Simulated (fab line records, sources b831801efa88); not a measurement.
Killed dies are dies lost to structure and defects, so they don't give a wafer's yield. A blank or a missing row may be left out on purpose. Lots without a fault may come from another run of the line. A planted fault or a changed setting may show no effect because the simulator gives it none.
Which tool did it? | flow sky130 | 6 lots, 18 wafers sampled, at 2 steps of a route of 708

WHAT THE GAUGES READ, wafer by wafer
SKY_GATE_OXIDE_THK_MEAS_02.
lot  | measured     | on            | GATE_OXIDE_OXIDATION_00_THK (nm)
L366 | day 13 17:08 | film_metro-03 | 10.53 10.33 10.42
L368 | day 14 03:29 | film_metro-04 | 10.22 10.17 10.05
L370 | day 14 19:48 | film_metro-02 | 9.99 10.34 10.14
L373 | day 15 15:34 | film_metro-02 | 10.18 10.12 10.03
L376 | day 17 00:37 | film_metro-02 | 9.75 9.88 9.86
L378 | day 17 10:28 | film_metro-03 | 9.96 9.98 9.92

WHICH TOOL RAN EACH LOT (tool, then ch and the chambers of the sampled wafers, then the start)
lot  | SKY_GATE_OXIDE_OXIDATION_01
L366 | furnace-01 ch 0, day 13 15:42
L368 | furnace-01 ch 0, day 14 02:04
L370 | furnace-02 ch 0, day 14 18:22
L373 | furnace-02 ch 0, day 15 14:09
L376 | furnace-02 ch 0, day 16 23:11
L378 | furnace-02 ch 0, day 17 09:04
- SKY_GATE_OXIDE_OXIDATION_01: stabilise 600 s, purge 300 s, target thk 10.268 nm.

THE ANSWER, worked out from the rows above alone
Rule: what is usual is taken from the lots themselves. Put in order of their means at a reading, lots are off if they are a third of the lots or fewer, leave a main group of 4 or more, and stand apart from it by a gap of 3 or more times the standard deviation of the main group's means; of several such gaps the widest counts. A main group whose means are all the same, to the digits that the tables above print for the reading, isn't used. A lot without any number at a reading at which 4 lots or more have one is off too. The other lots that the step has rows for count as sound.
No lot is off at any reading shown: from this, nothing can be told.

WHAT THE SIMULATOR HAD PUT IN
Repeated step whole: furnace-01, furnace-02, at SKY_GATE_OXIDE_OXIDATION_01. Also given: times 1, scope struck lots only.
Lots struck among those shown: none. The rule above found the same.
